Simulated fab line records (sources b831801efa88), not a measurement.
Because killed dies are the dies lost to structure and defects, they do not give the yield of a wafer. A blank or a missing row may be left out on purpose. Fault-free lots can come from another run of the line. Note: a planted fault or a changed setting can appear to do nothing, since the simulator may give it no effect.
Which of the tools did it?    flow gf180mcu    12 lots, 35 wafers sampled, at 5 steps of a route of 602

== WHAT THE GAUGES READ, wafer by wafer ==
GF_CONTACT_THK_MEAS_03.
lot   measured      on            CONTACT_CVD_02_THK (nm)
L782  day 15 14:43  filmMetro-04  869 867 861
L783  day 16 02:56  filmMetro-04  870 877 871
L785  day 16 17:05  filmMetro-01  848 852 868
L786  day 17 06:08  filmMetro-01  863 857
L793  day 19 20:48  filmMetro-03  872 876 870
L795  day 20 21:18  filmMetro-03  873 869 864
L796  day 21 09:17  filmMetro-03  855 863 865
L797  day 21 13:30  filmMetro-04  863 874 863
L798  day 21 20:23  filmMetro-01  852 852 858
L799  day 22 07:04  filmMetro-04  860 849 856
L802  day 23 01:22  filmMetro-01  861 878 864
L803  day 23 12:35  filmMetro-03  837 860 866

GF_CONTACT_CD_MEAS_14: target cd 220 nm.
lot   measured      on        cdNm (nm)
L782  day 16 13:07  cdSem-02  219.3 216.4 218.3
L783  day 17 01:37  cdSem-02  217.7 218.2 219.6
L785  day 17 15:56  cdSem-02  219.7 218.9 187.4 219.8 219.0 187.6
L786  day 18 05:52  cdSem-01  223.6 190.4 224.0 190.2
L793  day 20 21:50  cdSem-02  218.9 217.3 217.5
L795  day 21 21:40  cdSem-02  221.4 220.7 221.9
L796  day 22 09:46  cdSem-02  222.1 222.5 220.5
L797  day 22 13:59  cdSem-01  220.7 218.8 218.5
L798  day 22 20:53  cdSem-02  219.5 220.1 219.8
L799  day 23 07:02  cdSem-01  219.1 218.8 219.9
L802  day 24 00:44  cdSem-01  220.2 219.5 219.6
L803  day 24 11:14  cdSem-01  218.5 218.7 218.3

== WHICH TOOL RAN EACH LOT (tool, then ch and the chambers of the sampled wafers, then the start) ==
lot   GF_SAB_STRIP_13                      GF_SALICIDE_RTA_08               GF_CONTACT_EXPOSE_11
L782  plasmaAsher-04 ch 0,1, day 15 13:48  rtpAnneal-02 ch 0, day 15 14:26  krfScanner-01 ch 0, day 16 02:01
L783  plasmaAsher-04 ch 0,1, day 16 02:03  rtpAnneal-02 ch 0, day 16 02:40  krfScanner-01 ch 0, day 16 14:34
L785  plasmaAsher-04 ch 0,1, day 16 16:11  rtpAnneal-02 ch 0, day 16 16:49  krfScanner-01 ch 0, day 17 04:52
L786  plasmaAsher-02 ch 0,1, day 17 05:14  rtpAnneal-02 ch 0, day 17 05:52  krfScanner-01 ch 0, day 17 18:07
L793  plasmaAsher-02 ch 0,1, day 19 19:56  rtpAnneal-02 ch 0, day 19 20:32  krfScanner-02 ch 0, day 20 10:17
L795  plasmaAsher-04 ch 0,1, day 20 20:26  rtpAnneal-01 ch 0, day 20 21:02  krfScanner-01 ch 0, day 21 09:52
L796  plasmaAsher-03 ch 0,1, day 21 08:23  rtpAnneal-02 ch 0, day 21 09:02  krfScanner-02 ch 0, day 21 21:41
L797  plasmaAsher-04 ch 0,1, day 21 12:38  rtpAnneal-01 ch 0, day 21 13:14  krfScanner-02 ch 0, day 22 01:59
L798  plasmaAsher-04 ch 0,1, day 21 19:28  rtpAnneal-02 ch 0, day 21 20:05  krfScanner-02 ch 0, day 22 08:38
L799  plasmaAsher-03 ch 0,1, day 22 06:09  rtpAnneal-01 ch 0, day 22 06:47  krfScanner-01 ch 0, day 22 20:02
L802  plasmaAsher-04 ch 0,1, day 23 00:29  rtpAnneal-01 ch 0, day 23 01:05  krfScanner-02 ch 0, day 23 13:58
L803  plasmaAsher-03 ch 0,1, day 23 11:41  rtpAnneal-02 ch 0, day 23 12:19  krfScanner-02 ch 0, day 24 00:08
- GF_SAB_STRIP_13: strips in O2/N2.
- GF_SALICIDE_RTA_08: time 30 s.
- GF_CONTACT_EXPOSE_11: exposes mask Contact, target cd 220 nm.

== WHAT THE TOOLS THEMSELVES READ (means of the sampled wafers that have a number; where no wafer has one, the mark that the record gives instead) ==
GF_SAB_STRIP_13.
lot   tool            drypumpMotorCurrentA (A)  heaterPowerW (W)  o2FlowSccm (sccm)  oesProductAu (a.u.)  stripTimeToEndpointS (s)
L782  plasmaAsher-04  5.4                       307               3002               0.710                12.56
L783  plasmaAsher-04  5.4                       311               3000               0.712                12.60
L785  plasmaAsher-04  5.6                       288               2998               0.707                12.64
L786  plasmaAsher-02  5.2                       332               3004               0.713                12.60
L793  plasmaAsher-02  5.1                       328               3000               0.711                12.61
L795  plasmaAsher-04  5.4                       307               3001               0.710                12.61
L796  plasmaAsher-03  6.3                       352               3007               0.706                12.66
L797  plasmaAsher-04  5.4                       305               2995               0.708                12.60
L798  plasmaAsher-04  5.4                       302               2998               0.708                12.54
L799  plasmaAsher-03  6.5                       346               2992               0.711                12.62
L802  plasmaAsher-04  5.4                       310               3006               0.707                12.60
L803  plasmaAsher-03  6.5                       342               2992               0.708                12.61

GF_SALICIDE_RTA_08.
lot   tool          lampPowerPct (%)  wafer_temp_C_max
L782  rtpAnneal-02  17.9              803.3
L783  rtpAnneal-02  17.8              803.6
L785  rtpAnneal-02  17.9              803.3
L786  rtpAnneal-02  17.9              803.8
L793  rtpAnneal-02  17.8              803.8
L795  rtpAnneal-01  18.5              803.2
L796  rtpAnneal-02  17.8              803.8
L797  rtpAnneal-01  18.5              802.6
L798  rtpAnneal-02  17.8              803.8
L799  rtpAnneal-01  18.5              803.0
L802  rtpAnneal-01  18.5              802.6
L803  rtpAnneal-02  17.8              802.9

GF_CONTACT_EXPOSE_11.
lot   tool           focusOffsetNm (nm)
L782  krfScanner-01  0.2
L783  krfScanner-01  -0.5
L785  krfScanner-01  0.4
L786  krfScanner-01  0.4
L793  krfScanner-02  1.0
L795  krfScanner-01  0.4
L796  krfScanner-02  0.1
L797  krfScanner-02  -0.2
L798  krfScanner-02  0.7
L799  krfScanner-01  -0.1
L802  krfScanner-02  -0.2
L803  krfScanner-02  0.2

== THE ANSWER, worked out from the rows above alone ==
Rule: the lots themselves supply what counts as usual. The widest of any qualifying gaps counts: lots, ordered by their means at a reading, are off when they make up no more than a third of the lots, leave a main group of 4 or more, and stand apart from it by 3 or more times the standard deviation of that group's means. Not used: any main group whose means are identical at the precision the tables above print for the reading. Also off: a lot with no number at a reading for which 4 or more lots have one. Any other lot the step has rows for is counted as sound. After the gauges, taken in route order, come the tools' own readings; for these a lot's mean is taken, as printed above. The first step at which some lot is off is used, and at that step the reading that is off furthest; a lot without a number counts as furthest.
Off, at GF_CONTACT_CD_MEAS_14 on cdNm: L785, L786. For the main group the mean is 219.4 nm and the standard deviation 1.2.
A tool fits if, at a process step before that reading, it ran every lot that is off, and no sound lot after the first of them. Gauges at GF_CONTACT_CD_MEAS_14: tried the same way as those tools. Not one of the candidates tried fits.

== WHAT HAD BEEN PUT IN BY THE SIMULATOR ==
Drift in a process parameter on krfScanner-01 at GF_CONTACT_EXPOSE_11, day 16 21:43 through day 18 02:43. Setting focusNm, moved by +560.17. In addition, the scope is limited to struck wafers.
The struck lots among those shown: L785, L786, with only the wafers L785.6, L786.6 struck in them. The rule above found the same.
